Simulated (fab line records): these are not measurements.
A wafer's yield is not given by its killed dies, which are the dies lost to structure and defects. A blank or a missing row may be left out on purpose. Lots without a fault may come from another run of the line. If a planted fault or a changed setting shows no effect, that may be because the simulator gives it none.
fab line records | flow gf180mcu
record: lots: 6 wafers: 18 last-day: 34
route steps=602 shown VT_IMPLANT@106
lots untouched by any fault: they come from a run of this same line in which no faults occurred
start-h: start of the lot's first displayed wafer, in hours after the record's first day | wait-h: how many hours have passed since the lot's step before this one | " identical to the entry in the row above | L1.1+2: a single row standing in for several wafers | - no value, or no start given | * or withheld: withheld | < > ~ a bound
route shown NAME@n: NAME is a module with steps in the file, n the number in the route of the first one | usual: mean/standard deviation taken from wafers without a fault | same: alike in all rows | chamber/n: place in a boat | sites: readings site by site | _std_site: the standard deviation of these | _edge_site: mean of outer sites minus mean of inner sites | radius-mm: how far each site lies from the wafer's centre | mask NAME#n: copy n | behind: the tool/chamber that last shaped the wafer | hold: the reason the lot was held/the length of the hold in hours/how it ended | device: the n, p or np transistor that did not switch | end of line: the route-end tests of the same wafers | where a step has no rows: the recipe by itself | killed: dies that structure and defects cost at the first sort, which is not the same as the wafer's yield | map: dies across one wafer; x = killed, . = not, _ = none there
set.NAME: the setting the step ran with; set.NAME@STEP: the setting that earlier step ran with | model.NAME: the simulator's own value behind a step, which no gauge read
lots at selected steps of the route; one table per step, one row per wafer
services: a tool's chamber out of use, with start hour (start-h, from the record's first day; less than 0 if before it), hours out, and reason
== steps ==
step: GF_VT_IMPLANT_PEB_16
recipe: temp-c: withheld time-s: * resist: NOVOLAK
step: GF_VT_IMPLANT_DEVELOP_17
recipe: develop-time-s: 60 dev-temp-c: 23
step: GF_VT_IMPLANT_OVL_MEAS_18
usual: VT_IMPLANT_01_OVL: 0.5/1.6
columns lot.wafer tool chamber start-h wait-h VT_IMPLANT_01_OVL[nm]
L163.1 overlay-02 - 160.82 0.1 2.1
L163.2 " - " " -0.4
L163.6 " - " " 0.2
L165.1 overlay-02 - 178.41 0.1 1.6
L165.3 " - " " -1.4
L165.6 " - " " -1.4
L169.1 overlay-01 - 203.26 0.1 -1.0
L169.2 " - " " -2.3
L169.5 " - " " -1.6
L171.2 overlay-02 - 215.07 0.1 1.8
L171.4 " - " " 2.3
L171.6 " - " " 2.5
L173.2 overlay-02 - 228.12 0.1 -0.4
L173.4 " - " " -1.0
L173.6 " - " " 0.8
L179.1 overlay-01 - 264.62 0.1 0.6
L179.4 " - " " 0.3
L179.5 " - " " -0.7
step: GF_VT_IMPLANT_IMPLANT_19
recipe: species: As energy-kev: 100 dose-cm2: 4.35e+12 tilt-deg: 7
step: GF_VT_IMPLANT_STRIP_20
recipe: chemistry: O2/N2 power-w: 1400 pressure-mtorr: 1500 platen-temp-c: 250 o2-flow-sccm: 3000 n2-flow-sccm: 300 overash-fraction: 0.5
usual: drypump-motor-current-A: 5.8/0.48 heater-power-w: 314/33 oes-product-au: 0.715/0.0044 strip-time-to-endpoint-s: 12.63/0.037
columns lot.wafer tool chamber start-h wait-h drypump-motor-current-A heater-power-w oes-product-au rf-hours-counter-h strip-time-to-endpoint-s
L163.1 plasma-asher-04 1 161.00 0.1 6.3 342 0.715 49 12.63
L163.2 " 0 " " 5.3 361 0.722 49 12.61
L163.6 " 1 " " 6.3 338 0.716 - 12.65
L165.1 plasma-asher-04 0 178.60 0.1 5.3 366 0.709 51 12.66
L165.3 " 0 " " 5.3 375 0.721 - 12.65
L165.6 " 1 " " 6.4 345 0.717 - 12.62
L169.1 plasma-asher-01 1 203.45 0.1 6.5 292 0.709 41 12.65
L169.2 " 0 " " 5.4 277 0.711 41 12.64
L169.5 " 0 " " 5.4 273 0.716 - 12.69
L171.2 plasma-asher-01 1 215.25 0.1 6.5 277 0.715 42 12.63
L171.4 " 0 " " 5.4 282 0.712 - 12.63
L171.6 " 0 " " 5.4 280 0.728 - 12.66
L173.2 plasma-asher-01 1 228.30 0.1 6.4 280 0.711 44 12.68
L173.4 " 1 " " 6.4 280 0.708 - 12.69
L173.6 " 1 " " 6.5 271 0.719 - 12.68
L179.1 plasma-asher-04 1 264.80 0.1 6.3 355 0.707 59 12.65
L179.4 " 0 " " 5.3 352 0.719 - 12.66
L179.5 " 1 " " 6.3 344 0.714 - 12.61
step: GF_VT_IMPLANT_TW_MEAS_21
usual: VT_IMPLANT_2_TW: 1220/8.7
columns lot.wafer tool chamber start-h wait-h VT_IMPLANT_2_TW
L163.1 film-metro-04 - 161.10 0.1 1217
L163.2 " - " " 1216
L163.6 " - " " 1225
L165.1 film-metro-02 - 178.70 0.1 1201
L165.3 " - " " 1203
L165.6 " - " " 1202
L169.1 film-metro-04 - 203.55 0.1 1217
L169.2 " - " " 1214
L169.5 " - " " 1222
L171.2 film-metro-03 - 215.36 0.1 1221
L171.4 " - " " 1230
L171.6 " - " " 1225
L173.2 film-metro-02 - 228.41 0.1 1199
L173.4 " - " " 1207
L173.6 " - " " 1204
L179.1 film-metro-02 - 264.90 0.1 1213
L179.4 " - " " 1218
L179.5 " - " " 1218
step: GF_VT_IMPLANT_DEHYDRATE_22
recipe: temp-c: 200 time-s: 60
step: GF_VT_IMPLANT_HMDS_23
recipe: prime-time-s: 60 prime-temp-c: 120
step: GF_VT_IMPLANT_COAT_24
recipe: resist: NOVOLAK spin-rpm: 3000 resist-thk-nm: 1000
step: GF_VT_IMPLANT_SOFTBAKE_25
recipe: temp-c: 90 time-s: 60 resist: NOVOLAK
step: GF_VT_IMPLANT_EXPOSE_26
recipe: mask-id: LVPWELL_HV_AREA target-cd-nm: 860 na: 0.6 source-shape: conventional sigma-outer: 0.6 dose-mj: 140
step: GF_VT_IMPLANT_PEB_27
recipe: temp-c: withheld time-s: * resist: NOVOLAK
step: GF_VT_IMPLANT_DEVELOP_28
recipe: develop-time-s: 60 dev-temp-c: 23
columns lot.wafer tool chamber start-h wait-h
L163.1+2+6 litho-track-02 0 177.36 0.1
L165.1+3+6 litho-track-04 0 194.52 0.1
L169.1+2+5 litho-track-04 0 220.57 0.1
L171.2+4+6 litho-track-02 0 233.19 0.1
L173.2+4+6 litho-track-02 0 246.49 0.1
L179.1+4+5 litho-track-04 0 283.62 0.1
step: GF_VT_IMPLANT_OVL_MEAS_29
usual: VT_IMPLANT_02_OVL: -0.9/1.4
columns lot.wafer tool chamber start-h wait-h VT_IMPLANT_02_OVL[nm]
L163.1 overlay-01 - 177.51 0.1 0.8
L163.2 " - " " -0.9
L163.6 " - " " -0.4
L165.1 overlay-01 - 194.67 0.1 -2.8
L165.3 " - " " -2.7
L165.6 " - " " -1.2
L169.1 overlay-02 - 220.72 0.1 -1.6
L169.2 " - " " -1.1
L169.5 " - " " -1.3
L171.2 overlay-02 - 233.32 0.1 -
L171.4 " - " " -
L171.6 " - " " -
L173.2 overlay-02 - 246.62 0.1 -
L173.4 " - " " -
L173.6 " - " " -
L179.1 overlay-01 - 283.77 0.1 -2.2
L179.4 " - " " -0.5
L179.5 " - " " 0.4
step: GF_VT_IMPLANT_IMPLANT_30
recipe: species: B energy-kev: 25 dose-cm2: 2.534e+12 tilt-deg: 7
step: GF_VT_IMPLANT_STRIP_31
recipe: chemistry: O2/N2 power-w: 1400 pressure-mtorr: 1500 platen-temp-c: 250 o2-flow-sccm: 3000 n2-flow-sccm: 300 overash-fraction: 0.5
usual: drypump-motor-current-A: 5.8/0.43 heater-power-w: 316/29 oes-product-au: 0.716/0.0049 strip-time-to-endpoint-s: 12.63/0.038
columns lot.wafer tool chamber start-h wait-h drypump-motor-current-A heater-power-w oes-product-au rf-hours-counter-h strip-time-to-endpoint-s
L163.1 plasma-asher-04 0 177.70 0.1 5.3 354 0.718 51 12.57
L163.2 " 1 " " 6.3 343 0.712 51 12.57
L163.6 " 1 " " 6.3 342 0.718 - 12.57
L165.1 plasma-asher-01 0 194.85 0.1 5.4 286 0.713 40 12.62
L165.3 " 0 " " 5.4 285 0.712 - 12.59
L165.6 " 1 " " 6.4 282 0.713 - 12.60
L169.1 plasma-asher-01 0 221.02 0.1 5.4 272 0.717 43 12.67
L169.2 " 1 " " 6.4 280 0.718 43 12.65
L169.5 " 1 " " 6.4 280 0.721 - 12.64
L171.2 plasma-asher-02 0 233.50 0.1 5.7 319 0.720 11 12.58
L171.4 " 1 " " 5.6 310 0.716 - 12.58
L171.6 " 1 " " 5.6 309 0.720 - 12.62
L173.2 plasma-asher-02 1 246.80 0.1 5.6 312 0.717 13 12.69
L173.4 " 0 " " 5.7 311 0.723 - 12.66
L173.6 " 1 " " 5.6 315 0.720 - 12.66
L179.1 plasma-asher-01 0 283.95 0.1 5.4 289 0.716 51 12.64
L179.4 " 1 " " 6.4 278 0.714 - 12.60
L179.5 " 1 " " 6.5 277 0.708 - 12.66
step: GF_VT_IMPLANT_TW_MEAS_32
usual: VT_IMPLANT_3_TW: 269.8/2.1
columns lot.wafer tool chamber start-h wait-h hold VT_IMPLANT_3_TW
L163.1 film-metro-04 - 177.80 0.1 - 269.8
L163.2 " - " " - 270.2
L163.6 " - " " - 268.9
L165.1 film-metro-03 - 194.95 0.1 - 270.6
L165.3 " - " " - 271.4
L165.6 " - " " - 270.5
L169.1 film-metro-04 - 221.12 0.1 - 269.4
L169.2 " - " " - 268.6
L169.5 " - " " - 269.1
L171.2 film-metro-04 - 233.61 0.1 await-dispo/0.2h/release 30.0
L171.4 " - " " await-dispo/0.2h/release 30.2
L171.6 " - " " await-dispo/0.2h/release 30.0
L171.2 film-metro-04 - 233.84 0.2 - 30.1
L171.4 " - " " - 30.2
L171.6 " - " " - 30.1
L173.2 film-metro-03 - 246.91 0.1 await-dispo/0.2h/release 30.3
L173.4 " - " " await-dispo/0.2h/release 30.3
L173.6 " - " " await-dispo/0.2h/release 30.4
L173.2 film-metro-03 - 247.14 0.2 - 30.3
L173.4 " - " " - 30.2
L173.6 " - " " - 30.3
L179.1 film-metro-03 - 284.05 0.1 - 272.9
L179.4 " - " " - 272.6
L179.5 " - " " - 271.4
== services ==
columns tool chamber start-h hours kind
plasma-asher-04 - 141.66 2.6 repair
plasma-asher-01 - 152.16 2.8 pm
plasma-asher-04 - 191.58 0.5 repair
plasma-asher-02 - 197.97 2.8 pm
plasma-asher-02 - 217.66 14.6 pm
plasma-asher-02 - 232.26 0.4 repair
plasma-asher-04 - 236.15 14.6 pm
plasma-asher-04 - 256.35 2.3 repair
plasma-asher-02 - 260.77 0.7 repair
== key ==
first-sign: step: GF_VT_IMPLANT_OVL_MEAS_29 reading: VT_IMPLANT_02_OVL direction: missing
effect: step: GF_VT_IMPLANT_TW_MEAS_32 reading: visit direction: added
effect: step: GF_VT_IMPLANT_TW_MEAS_32 reading: VT_IMPLANT_3_TW direction: down sigmas: 99+ usual: 269.8 struck: 30.2
met-at GF_VT_IMPLANT_DEVELOP_28
struck-wafers L171.2,L171.4,L171.6,L173.2,L173.4,L173.6
scrapped-behind GF_VT_IMPLANT_TW_MEAS_32 L171.2,L171.4,L171.6,L173.2,L173.4,L173.6
onset-between 177.36 233.19
also-fits GF_VT_IMPLANT_STRIP_20:plasma-asher-01
fault: kind: process-parameter-drift tool: litho-track-02 chamber: - onset-h: 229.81 steps: GF_VT_IMPLANT_DEVELOP_28 channel: develop-time-s offset: * shape: step end-h: 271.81 acts-in: * stated: *
